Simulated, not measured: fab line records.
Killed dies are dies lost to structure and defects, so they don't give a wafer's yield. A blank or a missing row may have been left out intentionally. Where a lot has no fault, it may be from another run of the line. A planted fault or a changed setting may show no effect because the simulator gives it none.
fab line records	flow sky130
record: lots: 5	wafers: 15	last-day: 48
route steps=708 shown VIA3@588 METAL4@598 CAP2M@603 PAD_OPEN@708
lots that met no fault: taken from a fault-free run of the same line
start-h: the number of hours between the record's first day and the start of the first shown wafer of the lot	wait-h: time in hours since the lot's previous step	" repeats the value in the row above	L1.1+2: a row that stands for several wafers	- no value, or no start was given	* or withheld: withheld	< > ~ a bound
route shown NAME@n: NAME is a module with steps in the file, n the number in the route of the first one	usual: mean/standard deviation of fault-free wafers	same: alike in all rows	chamber/n: place in a boat	sites: each site's reading	_std_site: how widely they spread, as a standard deviation	_edge_site: outer sites' mean less inner sites'	radius-mm: how far each site lies from the wafer's centre	mask NAME#n: copy n	behind: the tool/chamber that last shaped the wafer	hold: the reason the lot was held/the length of the hold in hours/how it ended	device: transistor that didn't switch, given as n, p or np	end of line: tests run on the same wafers once the route is complete	for a step that has no rows: nothing shown but its recipe	killed: at the first sort, the dies lost to defects and structure; wafer yield is something else	map: per-die view of a wafer (x killed, . not killed, _ where there is no die)
set.NAME: the setting the step ran with; set.NAME@STEP: the setting that earlier step ran with	model.NAME: the simulator's own value behind a step, which no gauge read
lots at some steps of the route; a table a step, a row a wafer
services: when a tool's chamber went out of use (start-h, in hours from the record's first day, below 0 if earlier), for how many hours, and the reason
== steps ==
step: SKY_VIA3_ETCH_15
recipe: target: SiO2	chemistry: C4F8/O2/Ar	target-depth-nm: 507	stop-on: TiN	mask-material: KrF-thick	source-w: 1500	bias-w: 1200	pressure-mtorr: 40	c4f8-flow-sccm: withheld	O2_flow_sccm: 6	Ar_flow_sccm: 300	time-s: 78
step: SKY_VIA3_STRIP_16
recipe: chemistry: O2/N2	power-w: 1400	pressure-mtorr: 1500	platen-temp-c: withheld	o2-flow-sccm: 3000	n2-flow-sccm: 300	overash-fraction: 0.5
usual: drypump-motor-current-A: 5.6/0.57	oes-product-au: 0.403/0.0047	strip-time-to-endpoint-s: 4.15/0.032
lot.wafer	tool	chamber	start-h	wait-h	drypump-motor-current-A	oes-product-au	rf-hours-counter-h	strip-time-to-endpoint-s
L891.3	plasma-asher-02	1	947.18	0.1	6.2	0.394	-	4.15
L891.5	"	1	"	"	6.2	0.398	-	4.17
L891.6	"	0	"	"	4.9	0.407	-	4.15
L892.2	plasma-asher-04	1	960.29	0.0	5.5	0.400	83	4.12
L892.3	"	0	"	"	6.6	0.403	-	4.11
L892.5	"	1	"	"	5.5	0.397	-	4.12
L894.2	plasma-asher-02	1	974.27	0.0	6.2	0.411	116	4.19
L894.3	"	0	"	"	4.9	0.401	-	4.16
L894.5	"	0	"	"	4.9	0.394	-	4.20
L896.2	plasma-asher-02	0	986.14	0.0	4.9	0.402	117	4.12
L896.3	"	1	"	"	6.1	0.402	-	4.12
L896.6	"	0	"	"	4.9	0.408	-	4.09
L902.4	plasma-asher-04	0	1021.87	0.0	6.6	0.407	-	4.13
L902.5	"	0	"	"	6.6	0.397	-	4.14
L902.6	"	1	"	"	5.5	0.405	-	4.09
step: SKY_VIA3_STRIP_17
recipe: chemistry: post-etch-residue-remover	time-s: 1200	temp-c: 72.5
step: SKY_VIA3_CLEAN_18
recipe: chemistry: IPA	time-s: 180	temp-c: 25
step: SKY_VIA3_CLEAN_19
recipe: chemistry: O3/DIW	dry: n2-spin
step: SKY_VIA3_SPUTTER_20
recipe: material: TiN	target-thk-nm: 20	chamber-pressure-pa: 5	power-w: 4000	time-s: 80
step: SKY_VIA3_CVD_21
recipe: material: W	target-thk-nm: 390	time-s: 117.31	temp-c: 400	pressure-torr: 40
step: SKY_VIA3_RS_MEAS_22
recipe: thk-meas-gauge: four-point-probe	reads: W_of_VIA3_CVD_21+TiN_of_VIA3_SPUTTER_20
usual: VIA3_W_RS: 0.295/0.0037
lot.wafer	tool	chamber	start-h	wait-h	VIA3_W_RS[ohm/sq]
L891.3	film-metro-02	-	947.96	0.1	0.295
L891.5	"	-	"	"	0.290
L891.6	"	-	"	"	0.300
L892.2	film-metro-03	-	961.11	0.1	0.303
L892.3	"	-	"	"	0.299
L892.5	"	-	"	"	0.300
L894.2	film-metro-02	-	975.47	0.1	0.298
L894.3	"	-	"	"	0.296
L894.5	"	-	"	"	0.298
L896.2	film-metro-04	-	987.06	0.1	0.292
L896.3	"	-	"	"	0.296
L896.6	"	-	"	"	0.294
L902.4	film-metro-02	-	1022.67	0.1	0.294
L902.5	"	-	"	"	0.297
L902.6	"	-	"	"	0.299
step: SKY_VIA3_THK_MEAS_23
recipe: thk-meas-gauge: xrf	reads: W_of_VIA3_CVD_21
usual: VIA3_W_THK: 401/6.6
lot.wafer	tool	chamber	start-h	wait-h	VIA3_W_THK[nm]
L891.3	film-metro-02	-	948.06	0.1	403
L891.5	"	-	"	"	410
L891.6	"	-	"	"	397
L892.2	film-metro-03	-	961.22	0.1	387
L892.3	"	-	"	"	391
L892.5	"	-	"	"	388
L894.2	film-metro-02	-	975.58	0.1	405
L894.3	"	-	"	"	407
L894.5	"	-	"	"	405
L896.2	film-metro-04	-	987.17	0.1	409
L896.3	"	-	"	"	399
L896.6	"	-	"	"	406
L902.4	film-metro-02	-	1022.76	0.1	410
L902.5	"	-	"	"	408
L902.6	"	-	"	"	400
step: SKY_VIA3_CMP_24
recipe: stop-on: SiO2	t-overpolish-s: 20	down-force-psi: 3.5	platen-rpm: 60	target-thk-nm: 0	pad-velocity-m-s: 0.94248
usual: motor-current-A: 11.0/0.63	overpolish-run-s: 20.000/0.0098	slurry-filter-dp-kPa: 13.50/0.14	time-to-endpoint-s: 95/4.6
lot.wafer	tool	chamber	start-h	wait-h	motor-current-A	overpolish-run-s	slurry-filter-dp-kPa	time-to-endpoint-s
L891.3	cmp-01	2	948.20	0.1	11.1	19.995	13.65	93
L891.6	"	0	"	"	11.4	19.990	13.37	96
L891.5	"	1	"	"	10.2	19.990	13.70	97
L892.3	cmp-01	0	961.27	0.0	11.5	19.996	13.39	95
L892.2	"	1	"	"	10.1	19.990	13.64	89
L892.5	"	1	"	"	9.7	19.987	13.28	92
L894.3	cmp-02	3	975.68	0.1	10.2	20.006	13.60	92
L894.2	"	1	"	"	11.1	19.995	13.52	90
L894.5	"	2	"	"	11.8	20.014	13.31	90
L896.2	cmp-01	0	987.22	0.0	11.6	20.007	13.37	94
L896.3	"	3	"	"	11.2	20.001	13.60	88
L896.6	"	1	"	"	10.1	20.005	13.54	90
L902.4	cmp-02	1	1022.89	0.1	11.1	19.999	13.59	92
L902.6	"	3	"	"	10.9	19.995	13.86	87
L902.5	"	0	"	"	11.1	20.010	13.56	94
step: SKY_METAL4_SPUTTER_00
recipe: material: Ti	target-thk-nm: 15	power-w: 3000	time-s: 10	chamber-pressure-pa: 0.4
usual: throttle-valve-pct: 29.8/1.3
lot.wafer	tool	chamber	start-h	wait-h	throttle-valve-pct
L891.3	pvd-sputter-01	-	948.40	0.1	30.2
L891.5	"	-	"	"	32.5
L891.6	"	-	"	"	30.2
L892.2	pvd-sputter-04	-	961.57	0.2	27.5
L892.3	"	-	"	"	30.7
L892.5	"	-	"	"	30.8
L894.2	pvd-sputter-02	-	975.93	0.1	29.8
L894.3	"	-	"	"	30.8
L894.5	"	-	"	"	29.6
L896.2	pvd-sputter-02	-	987.52	0.2	29.9
L896.3	"	-	"	"	27.4
L896.6	"	-	"	"	27.6
L902.4	pvd-sputter-02	-	1023.10	0.2	29.6
L902.5	"	-	"	"	31.2
L902.6	"	-	"	"	29.6
step: SKY_METAL4_SPUTTER_01
recipe: material: TiN	target-thk-nm: 20	power-w: 6500	time-s: 16.7	chamber-pressure-pa: 0.4
step: SKY_METAL4_SPUTTER_02
recipe: material: AlCu	target-thk-nm: 735	power-w: 10600	time-s: 39.1	chamber-pressure-pa: 0.4
usual: throttle-valve-pct: 29.8/1.3
lot.wafer	tool	chamber	start-h	wait-h	throttle-valve-pct	model.AlCu_of_METAL4_SPUTTER_02.thk-nm
L891.3	pvd-sputter-01	-	948.45	0.0	30.2	731.2
L891.5	"	-	"	"	32.4	735.8
L891.6	"	-	"	"	30.3	727.4
L892.2	pvd-sputter-04	-	961.62	0.0	27.7	743.7
L892.3	"	-	"	"	31.0	735.9
L892.5	"	-	"	"	30.5	741.2
L894.2	pvd-sputter-02	-	975.97	0.0	29.8	760
L894.3	"	-	"	"	30.9	734.1
L894.5	"	-	"	"	29.6	754
L896.2	pvd-sputter-02	-	987.57	0.0	30.0	731.8
L896.3	"	-	"	"	27.7	735.2
L896.6	"	-	"	"	27.5	734.4
L902.4	pvd-sputter-02	-	1023.16	0.0	29.6	737.3
L902.5	"	-	"	"	31.2	733.8
L902.6	"	-	"	"	29.7	1035
step: SKY_METAL4_SPUTTER_03
recipe: material: Ti	target-thk-nm: 5	power-w: 3000	time-s: 3.3	chamber-pressure-pa: 0.4
step: SKY_METAL4_SPUTTER_04
recipe: material: TiN	target-thk-nm: 70	power-w: 6500	time-s: 58.3	chamber-pressure-pa: 0.4
usual: throttle-valve-pct: 29.8/1.3
lot.wafer	tool	chamber	start-h	wait-h	throttle-valve-pct
L891.3	pvd-sputter-01	-	948.51	0.0	30.2
L891.5	"	-	"	"	32.6
L891.6	"	-	"	"	29.9
L892.2	pvd-sputter-04	-	961.68	0.0	27.7
L892.3	"	-	"	"	30.7
L892.5	"	-	"	"	31.1
L894.2	pvd-sputter-02	-	976.03	0.0	29.7
L894.3	"	-	"	"	31.0
L894.5	"	-	"	"	29.8
L896.2	pvd-sputter-02	-	987.62	0.0	29.9
L896.3	"	-	"	"	27.5
L896.6	"	-	"	"	27.5
L902.4	pvd-sputter-02	-	1023.22	0.0	29.7
L902.5	"	-	"	"	30.8
L902.6	"	-	"	"	29.5
step: SKY_CAP2M_CVD_00
recipe: material: SiO2	target-thk-nm: 15.5	temp-c: 400	time-s: withheld	rf-w: 450
step: SKY_CAP2M_THK_MEAS_01
recipe: reads: SiO2_of_CAP2M_CVD_00
usual: CAP2M_CVD_00_THK: 15.52/0.26
lot.wafer	tool	chamber	start-h	wait-h	CAP2M_CVD_00_THK[nm]
L891.3	film-metro-01	-	948.61	-	15.52
L891.5	"	-	"	"	15.22
L891.6	"	-	"	"	15.64
L892.2	film-metro-02	-	961.76	-	15.21
L892.3	"	-	"	"	15.62
L892.5	"	-	"	"	15.66
L894.2	film-metro-03	-	976.11	-	15.46
L894.3	"	-	"	"	15.48
L894.5	"	-	"	"	15.37
L896.2	film-metro-02	-	987.70	-	15.39
L896.3	"	-	"	"	15.36
L896.6	"	-	"	"	15.79
L902.4	film-metro-01	-	1023.30	-	15.99
L902.5	"	-	"	"	15.64
L902.6	"	-	"	"	15.30
step: SKY_CAP2M_SPUTTER_02
recipe: material: TiN	target-thk-nm: 200	temp-c: 300	power-w: 6500	time-s: 166.7	chamber-pressure-pa: 0.4
step: SKY_CAP2M_RS_MEAS_03
recipe: thk-meas-gauge: four-point-probe	reads: TiN_of_CAP2M_SPUTTER_02
usual: CAP2M_TIN_RS: 6.90/0.093
lot.wafer	tool	chamber	start-h	wait-h	CAP2M_TIN_RS[ohm/sq]
L891.3	film-metro-02	-	948.80	0.1	7.10
L891.5	"	-	"	"	7.04
L891.6	"	-	"	"	6.93
L892.2	film-metro-01	-	961.94	0.1	6.80
L892.3	"	-	"	"	6.86
L892.5	"	-	"	"	6.75
L894.2	film-metro-01	-	976.29	0.1	6.93
L894.3	"	-	"	"	6.93
L894.5	"	-	"	"	6.96
L896.2	film-metro-03	-	987.88	0.1	6.89
L896.3	"	-	"	"	6.96
L896.6	"	-	"	"	6.90
L902.4	film-metro-03	-	1023.50	0.1	6.93
L902.5	"	-	"	"	6.90
L902.6	"	-	"	"	6.98
step: SKY_CAP2M_THK_MEAS_04
recipe: thk-meas-gauge: xrf	reads: TiN_of_CAP2M_SPUTTER_02
usual: CAP2M_TIN_THK: 197.9/2.8
lot.wafer	tool	chamber	start-h	wait-h	CAP2M_TIN_THK[nm]
L891.3	film-metro-02	-	948.90	0.1	194.7
L891.5	"	-	"	"	195.1
L891.6	"	-	"	"	197.7
L892.2	film-metro-01	-	962.05	0.1	202.5
L892.3	"	-	"	"	199.3
L892.5	"	-	"	"	202.2
L894.2	film-metro-01	-	976.40	0.1	196.9
L894.3	"	-	"	"	198.0
L894.5	"	-	"	"	196.6
L896.2	film-metro-03	-	987.99	0.1	197.5
L896.3	"	-	"	"	195.6
L896.6	"	-	"	"	197.4
L902.4	film-metro-03	-	1023.59	0.1	196.9
L902.5	"	-	"	"	197.6
L902.6	"	-	"	"	195.5
step: SKY_CAP2M_DEHYDRATE_05
recipe: temp-c: 200	time-s: 60
step: SKY_CAP2M_HMDS_06
recipe: prime-time-s: 60	prime-temp-c: 120
step: SKY_CAP2M_COAT_07
recipe: resist: NOVOLAK	spin-rpm: 3000	resist-thk-nm: 1140
step: SKY_CAP2M_SOFTBAKE_08
recipe: temp-c: 90	time-s: 60	resist: NOVOLAK
step: SKY_CAP2M_EXPOSE_09
recipe: mask-id: CAP2M	na: 0.6	source-shape: conventional	sigma-outer: 0.6	polarization: unpolarized	target-cd-nm: 1000	dose-mj: 159
step: SKY_CAP2M_PEB_10
recipe: temp-c: withheld	time-s: *	resist: NOVOLAK
step: SKY_CAP2M_DEVELOP_11
recipe: resist: NOVOLAK	developer: TMAH	develop-time-s: 60	dev-temp-c: 23
step: SKY_CAP2M_OVL_MEAS_12
usual: CAP2M_OVL: -2.1/1.4
lot.wafer	tool	chamber	start-h	wait-h	CAP2M_OVL[nm]
L891.3	overlay-02	-	971.92	0.1	-3.4
L891.5	"	-	"	"	-2.9
L891.6	"	-	"	"	-2.3
L892.2	overlay-02	-	985.76	0.1	-3.5
L892.3	"	-	"	"	-4.7
L892.5	"	-	"	"	-2.4
L894.2	overlay-01	-	1000.21	0.1	-1.0
L894.3	"	-	"	"	-2.6
L894.5	"	-	"	"	-2.5
L896.2	overlay-01	-	1010.91	0.1	-3.7
L896.3	"	-	"	"	-3.3
L896.6	"	-	"	"	-3.1
L902.4	overlay-02	-	1045.88	0.1	-2.5
L902.5	"	-	"	"	-3.3
L902.6	"	-	"	"	-3.5
step: SKY_CAP2M_METAL_ETCH_13
recipe: target-depth-nm: 220	stop-on: SiO2	chemistry: Cl2/BCl3	target: TiN	pressure-mtorr: 10	icp-w: 900	bias-w: 48.5	Cl2_flow_sccm: 60	bcl3-flow-sccm: 30	time-s: 62.9
usual: drypump-motor-current-A: 5.4/0.53	oes-product-au: 0.942/0.0086	rf-fwd-power-W: 892/4	throttle-valve-pct: 21.902/0.01
lot.wafer	tool	chamber	start-h	wait-h	drypump-motor-current-A	oes-product-au	rf-fwd-power-W	rf-hours-counter-h	throttle-valve-pct
L891.3	rie-metal-02	1	971.97	0.0	4.9	0.932	893	-	21.912
L891.5	"	0	"	"	5.1	0.926	894	-	21.892
L891.6	"	1	"	"	4.9	0.936	893	-	21.903
L892.2	rie-metal-03	0	985.79	0.0	5.4	0.955	896	10	21.908
L892.3	"	0	"	"	5.4	0.945	898	-	21.896
L892.5	"	1	"	"	6.1	0.952	895	-	21.904
L894.2	rie-metal-04	0	1000.24	0.0	6.2	0.938	888	11	21.901
L894.3	"	1	"	"	4.9	0.937	889	-	21.902
L894.5	"	1	"	"	4.9	0.937	891	-	21.915
L896.2	rie-metal-02	0	1010.94	0.0	5.1	0.949	892	10	21.895
L896.3	"	0	"	"	5.1	0.937	895	-	21.921
L896.6	"	1	"	"	4.9	0.946	896	-	21.920
L902.4	rie-metal-03	1	1045.92	0.0	6.1	0.947	893	-	21.903
L902.5	"	1	"	"	6.1	0.949	892	-	21.912
L902.6	"	0	"	"	5.4	0.935	898	-	21.915
step: SKY_CAP2M_STRIP_14
recipe: chemistry: O2/N2	power-w: 1400	pressure-mtorr: 1500	platen-temp-c: withheld	o2-flow-sccm: 3000	n2-flow-sccm: 300	overash-fraction: 0.5
step: SKY_CAP2M_STRIP_15
recipe: chemistry: post-etch-residue-remover	time-s: 1200	temp-c: 72.5
step: SKY_CAP2M_CLEAN_16
recipe: chemistry: IPA	time-s: 180	temp-c: 25
step: SKY_CAP2M_CLEAN_17
recipe: chemistry: O3/DIW	dry: n2-spin
step: SKY_METAL4_DEHYDRATE_05
recipe: temp-c: 200	time-s: 60
step: SKY_METAL4_HMDS_06
recipe: prime-time-s: 60	prime-temp-c: 120
step: SKY_METAL4_COAT_07
recipe: resist: BARC	temp-c: withheld	time-s: withheld	spin-rpm: 3000	resist-thk-nm: 60
step: SKY_METAL4_COAT_08
recipe: resist: KrF-thick	spin-rpm: 3000	resist-thk-nm: 1140
step: SKY_METAL4_SOFTBAKE_09
recipe: temp-c: 100	time-s: 90	resist: KrF-thick
step: SKY_METAL4_EXPOSE_10
recipe: mask-id: MM4	na: 0.68	source-shape: annular	sigma-inner: 0.4	sigma-outer: 0.8	target-cd-nm: 300	dose-mj: 28
step: SKY_METAL4_PEB_11
recipe: peb-temp-c: withheld	peb-time-s: withheld	resist: KrF-thick
step: SKY_METAL4_DEVELOP_12
recipe: develop-time-s: 60	resist: KrF-thick	dev-temp-c: 21
step: SKY_METAL4_CD_MEAS_13
recipe: target-cd-nm: 300
usual: cd-nm: 299.8/1.4
lot.wafer	tool	chamber	start-h	wait-h	cd-nm
L891.3	cd-sem-01	-	996.39	-	300.8
L891.5	"	-	"	"	301.2
L891.6	"	-	"	"	301.5
L892.2	cd-sem-02	-	1009.71	-	298.0
L892.3	"	-	"	"	297.6
L892.5	"	-	"	"	297.9
L894.2	cd-sem-01	-	1023.25	-	301.1
L894.3	"	-	"	"	298.8
L894.5	"	-	"	"	298.1
L896.2	cd-sem-02	-	1034.46	-	299.5
L896.3	"	-	"	"	298.9
L896.6	"	-	"	"	300.7
L902.4	cd-sem-02	-	1068.46	-	300.4
L902.5	"	-	"	"	300.6
L902.6	"	-	"	"	299.9
step: SKY_METAL4_METAL_ETCH_18
recipe: target-depth-a: 8450	stop-on: SiO2	over-etch-frac: 0.3	time-s: 183.1	chemistry: Cl2/BCl3	resist-sidewall-deg: 88	pressure-mtorr: 10	icp-w: 900	bias-w: 48.5	Cl2_flow_sccm: 60	bcl3-flow-sccm: 30
usual: drypump-motor-current-A: 5.6/0.58	oes-product-au: 0.863/0.008	rf-fwd-power-W: 896/3.5	throttle-valve-pct: 22.265/0.0096
lot.wafer	tool	chamber	start-h	wait-h	drypump-motor-current-A	oes-product-au	rf-fwd-power-W	rf-hours-counter-h	throttle-valve-pct
L891.3	rie-metal-03	0	996.72	0.1	5.4	0.860	905	-	22.270
L891.5	"	0	"	"	5.4	0.869	900	-	22.257
L891.6	"	1	"	"	6.1	0.862	899	-	22.262
L892.2	rie-metal-04	0	1009.99	0.0	6.2	0.869	894	11	22.269
L892.3	"	1	"	"	4.9	0.867	898	-	22.276
L892.5	"	0	"	"	6.2	0.868	892	-	22.265
L894.2	rie-metal-04	1	1023.53	0.0	4.9	0.875	900	3	22.281
L894.3	"	1	"	"	4.9	0.863	900	-	22.256
L894.5	"	1	"	"	4.9	0.880	899	-	22.264
L896.2	rie-metal-04	1	1034.74	0.0	4.9	0.859	900	3	22.259
L896.3	"	0	"	"	6.2	0.866	893	-	22.254
L896.6	"	1	"	"	4.9	0.865	895	-	22.283
L902.4	rie-metal-04	1	1068.90	0.1	4.9	0.866	899	-	22.282
L902.5	"	0	"	"	6.2	0.874	899	-	22.269
L902.6	"	1	"	"	4.9	1.005	896	-	22.253
step: SKY_PAD_OPEN_PROBE_99
usual: defect-limited-yield: 82.4/1.9	killed_at_M0_to_M3: 43/6.7	killed_at_M4_up: 3.1/1.9	killed-at-contacts: 25/5	killed-at-front-end: 15/4	killed-at-other: 0.4/0.69	killed-dies: 87/9.2	killed-on-rim: 17/3.6	killed-open: 46/7.1	killed-short: 40/6.8	sort_bin_3_pad_short: 0.9/0.48	sort_bin_5_function: 10.3/1.5	sort_bin_6_memory: 6.4/1.2	sort-n-pass: 405/9.2	sort-yield-pct: 82.4/1.9
same: gross-dies: 492	killed-at-back-side: 0	sort_bin_4_leakage[%]: 0	sort_bin_8_speed[%]: 0
lot.wafer	tool	chamber	start-h	wait-h	defect-limited-yield[%]	killed_at_M0_to_M3	killed_at_M4_up	killed-at-contacts	killed-at-front-end	killed-at-other	killed-dies	killed-on-rim	killed-open	killed-short	sort_bin_3_pad_short[%]	sort_bin_5_function[%]	sort_bin_6_memory[%]	sort-n-pass	sort-yield-pct[%]
L891.3	prober-01	-	1092.62	0.2	77.2	56	1	39	16	0	112	27	64	47	2.2	12.6	7.9	380	77.2
L891.5	prober-01	-	1092.72	0.2	82.9	45	2	16	20	1	84	17	41	43	0.4	10.8	5.9	408	82.9
L891.6	prober-01	-	1092.77	0.2	80.9	46	3	27	18	0	94	21	54	40	0.2	11.8	7.1	398	80.9
L892.2	prober-01	-	1101.84	0.1	84.3	33	2	30	12	0	77	12	38	37	0.4	11.2	4.1	415	84.3
L892.3	prober-01	-	1101.89	0.2	83.9	48	1	23	7	0	79	16	37	42	1.2	8.1	6.7	413	83.9
L892.5	prober-01	-	1101.99	0.2	82.5	47	2	22	15	0	86	18	39	47	0.8	9.3	7.3	406	82.5
L894.2	prober-02	-	1116.17	0.1	82.1	50	2	13	23	0	88	18	48	40	0.4	11.2	6.3	404	82.1
L894.3	prober-02	-	1116.22	0.2	83.3	42	0	23	16	1	82	14	43	39	1.0	10.2	5.5	410	83.3
L894.5	prober-02	-	1116.32	0.2	85.4	35	3	14	19	1	72	12	36	36	0.2	13.0	1.4	420	85.4
L896.2	prober-02	-	1124.57	0.1	83.7	38	7	26	9	0	80	12	45	35	0.8	8.9	6.5	412	83.7
L896.3	prober-02	-	1124.62	0.2	81.5	38	4	31	18	0	91	15	46	45	0.6	10.8	7.1	401	81.5
L896.6	prober-02	-	1124.77	0.2	83.7	53	1	17	9	0	80	17	41	39	1.2	9.6	5.5	412	83.7
L902.4	prober-01	-	1156.09	0.2	80.9	46	2	34	12	0	94	15	58	36	0.8	11.6	6.7	398	80.9
L902.5	prober-01	-	1156.14	0.2	81.3	59	3	17	13	0	92	16	58	33	1.0	11.2	6.5	400	81.3
L902.6	prober-01	-	1156.19	0.2	1.0	41	410	20	16	0	487	95	36	44	0.8	91.5	6.7	5	1.0
killed by level:class
L891.3 LI_CONTACT:geometric-particle:open=11 CONTACT:geometric-particle:open=11 VIA2:geometric-particle:open=10 VIA1:geometric-particle:open=8 CONTACT:geometric-particle:short=7 METAL2:geometric-particle:short=7 VIA3:geometric-particle:open=7 LOCAL_INTERCONNECT:geometric-particle:short=6
L891.5 VIA1:geometric-particle:open=12 METAL2:geometric-particle:short=9 LI_CONTACT:geometric-particle:open=6 FIELD_ISO:geometric-particle:short=5 POLY_GATE:geometric-particle:open=5 CONTACT:geometric-particle:short=4 METAL1:geometric-particle:short=4 VIA1:geometric-particle:short=4
L891.6 METAL2:geometric-particle:short=11 VIA2:geometric-particle:open=11 LI_CONTACT:geometric-particle:open=10 CONTACT:geometric-particle:open=10 VIA3:geometric-particle:short=6 VIA1:geometric-particle:open=5 FIELD_ISO:geometric-particle:short=4 POLY_GATE:geometric-particle:short=4
L892.2 CONTACT:geometric-particle:open=10 LOCAL_INTERCONNECT:geometric-particle:short=8 LI_CONTACT:geometric-particle:open=7 METAL1:geometric-particle:short=5 VIA3:geometric-particle:open=4 METAL2:geometric-particle:short=4 VIA2:geometric-particle:open=4 FIELD_ISO:geometric-particle:short=3
L892.3 VIA1:geometric-particle:open=9 LI_CONTACT:geometric-particle:open=8 VIA2:geometric-particle:open=7 CONTACT:geometric-particle:short=6 METAL1:geometric-particle:short=6 VIA1:geometric-particle:short=6 VIA2:geometric-particle:short=5 CONTACT:geometric-particle:open=5
L892.5 CONTACT:geometric-particle:open=11 METAL1:geometric-particle:short=8 METAL2:geometric-particle:short=8 VIA1:geometric-particle:short=7 VIA2:geometric-particle:open=5 FIELD_ISO:geometric-particle:open=4 FIELD_ISO:geometric-particle:short=4 POLY_GATE:geometric-particle:short=4
L894.2 VIA1:geometric-particle:short=12 VIA1:geometric-particle:open=10 FIELD_ISO:geometric-particle:open=8 METAL2:geometric-particle:short=7 VIA2:geometric-particle:open=6 FIELD_ISO:geometric-particle:short=5 LI_CONTACT:geometric-particle:open=5 CONTACT:geometric-particle:open=5
L894.3 CONTACT:geometric-particle:open=8 CONTACT:geometric-particle:short=6 VIA1:geometric-particle:short=6 VIA2:geometric-particle:open=6 POLY_GATE:geometric-particle:short=5 LI_CONTACT:geometric-particle:open=5 METAL1:geometric-particle:short=5 VIA3:geometric-particle:open=5
L894.5 CONTACT:geometric-particle:open=6 POLY_GATE:geometric-particle:open=5 VIA1:geometric-particle:open=5 VIA2:geometric-particle:open=5 METAL3:geometric-particle:short=5 FIELD_ISO:geometric-particle:open=4 LI_CONTACT:geometric-particle:open=4 VIA1:geometric-particle:short=4
L896.2 CONTACT:geometric-particle:open=8 VIA3:geometric-particle:open=8 VIA2:geometric-particle:open=7 METAL4:geometric-particle:short=7 LI_CONTACT:geometric-particle:open=6 VIA1:geometric-particle:open=6 LI_CONTACT:geometric-particle:short=4 LOCAL_INTERCONNECT:geometric-particle:short=4
L896.3 CONTACT:geometric-particle:open=10 CONTACT:geometric-particle:short=9 VIA1:geometric-particle:open=8 METAL2:geometric-particle:short=5 VIA2:geometric-particle:open=5 VIA3:geometric-particle:short=5 VIA3:geometric-particle:open=5 FIELD_ISO:geometric-particle:open=4
L896.6 VIA1:geometric-particle:open=12 VIA2:geometric-particle:open=10 METAL2:geometric-particle:short=7 VIA3:geometric-particle:open=6 CONTACT:geometric-particle:open=6 VIA1:geometric-particle:short=5 VIA2:geometric-particle:short=4 METAL1:geometric-particle:short=4
L902.4 CONTACT:geometric-particle:open=16 VIA1:geometric-particle:open=13 VIA2:geometric-particle:open=7 LI_CONTACT:geometric-particle:open=6 CONTACT:geometric-particle:short=6 METAL2:geometric-particle:short=5 VIA3:geometric-particle:open=5 FIELD_ISO:geometric-particle:short=4
L902.5 VIA1:geometric-particle:open=14 VIA2:geometric-particle:open=10 VIA3:geometric-particle:open=9 METAL2:geometric-particle:short=6 LI_CONTACT:geometric-particle:open=6 CONTACT:geometric-particle:open=6 METAL1:geometric-particle:short=6 VIA1:geometric-particle:short=5
L902.6 METAL4:area-etch=406 VIA1:geometric-particle:short=7 VIA3:geometric-particle:open=6 LOCAL_INTERCONNECT:geometric-particle:short=6 CONTACT:geometric-particle:open=6 METAL1:geometric-particle:short=6 FIELD_ISO:geometric-particle:open=5 METAL2:geometric-particle:short=5
map L902.6 (x killed, . not)
__________xxxxxxxxxx_________
________xxxxxxxxxxxxxx_______
______xx.xxxxxxxxxxxxxxx_____
_____xxxxxxxxxxxxxxxxxxxx____
____xxxxx..xxxxxxxxxxxxxxx___
___xxxxxxxxxxxxxxxxxxxxxxxx__
__xxxxxxxxxxxxxxxxxxxxxxxxxx_
_xxxxxxxxxxxxxxxxxxxxxxxxxxxx
_xxxxxxxxxxxxxxxxxxxxxxxxxxxx
_xxxxxxxxxxxxxxxxxxxxxxxxxxxx
_xxxxxxxxxxxxxxxxxxxxxxxxxxxx
_xxxxxxxxxxxxxxxxxxxxxxxxxxxx
_xxxxxxxxxxxxxxxxxxxxxxxxxxxx
_xxxxxxxxxxxxxxxxxxxxxxxxxx.x
_xxxxxxxxxxxxxxxxxxxxxxxxx.xx
__xxxxxxxxxxxxxxxxxxxxxxxxxx_
___xxxxxxxxxxxxxxxxxxxxxxxx__
____xxxxxxxxxxxxxxxxxxxxxx___
_____xxxxxxxxxxxxxxxxxxxx____
______xxxxxxxxxxxxxxxxxx_____
________xxxxxxxxxxxxxx_______
__________xxxxxxxxxx_________
map L894.2 (x killed, . not)
__________.....x...._________
________.x..x........._______
______.x.....x......x.x._____
_____.x.....x......x...xx____
____......x.........x....x___
___..x..x..x..x............__
__x.......x........x.......x_
_..x.....x......x............
_........x...........x.x..x..
_....xx....x...x..x....x.xxx.
_..x...x...x.....x.x.x.xx....
_xx.......x.x..x..x..xx......
_......x......x..............
_...x......x....x.x..x.......
_.x.......x.............x....
__......x....x.............._
___x..x.............x..x.x.__
____.....xx....xx......x..___
_____.x.....x............____
______.....xx.x........._____
________xx.x....x.x..._______
__________....x....._________
== services ==
tool	chamber	start-h	hours	kind
cmp-02	-	946.64	2.4	repair
pvd-sputter-04	-	949.69	1.8	repair
pvd-sputter-04	0	958.13	-	consumable-replace:kit
pvd-sputter-04	0	958.13	18.0	scheduled-down
pvd-sputter-04	0	958.13	18.0	vent-cycle
rie-metal-04	1	961.55	-	clean
rie-metal-04	1	961.55	17.0	scheduled-down
rie-metal-04	1	961.55	17.0	vent-cycle
cmp-01	-	961.57	3.9	pm
plasma-asher-02	-	961.62	2.8	pm
cmp-01	-	974.83	1.9	repair
plasma-asher-04	-	980.43	0.8	repair
plasma-asher-04	-	995.73	13.3	repair
rie-metal-02	-	1005.29	0.1	repair
pvd-sputter-02	-	1007.90	8.5	repair
cmp-01	-	1011.31	9.1	pm
cmp-02	-	1015.32	3.3	repair
pvd-sputter-02	3	1021.46	-	consumable-replace:kit
pvd-sputter-02	3	1021.46	18.0	scheduled-down
pvd-sputter-02	3	1021.46	18.0	vent-cycle
rie-metal-02	-	1029.14	14.6	pm
plasma-asher-02	-	1055.25	9.0	pm
rie-metal-02	1	1058.43	4.9	repair
cmp-02	-	1064.12	0.5	repair
== key ==
first-sign: step: SKY_METAL4_METAL_ETCH_18	reading: oes-product-au	direction: up	sigmas: 18	usual: 0.863	struck: 1.005
effect: step: SKY_PAD_OPEN_PROBE_99	reading: killed_at_M4_up	direction: up	sigmas: 99+	usual: 3.1	struck: 410
model-effect: step: SKY_METAL4_SPUTTER_02	value: AlCu_of_METAL4_SPUTTER_02.thk-nm	without: 738.2	struck: 1035
more-kills-born-at: SKY_METAL4_METAL_ETCH_18@rie-metal-04: 406
met-at SKY_METAL4_SPUTTER_02
struck-wafers L902.6
later-rows-left-out L902.6
onset-between 987.57 1023.16
fault: kind: process-parameter-drift	tool: pvd-sputter-02	chamber: -	onset-h: 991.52	steps: SKY_METAL4_SPUTTER_02	channel: time-s	offset: *	shape: step	end-h: 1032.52	acts-in: *	stated: *	scope: struck-wafers-only
later-rows-left-out: the simulator's readings of these wafers behind a module that went badly wrong aren't trusted and aren't shown, but for the sort
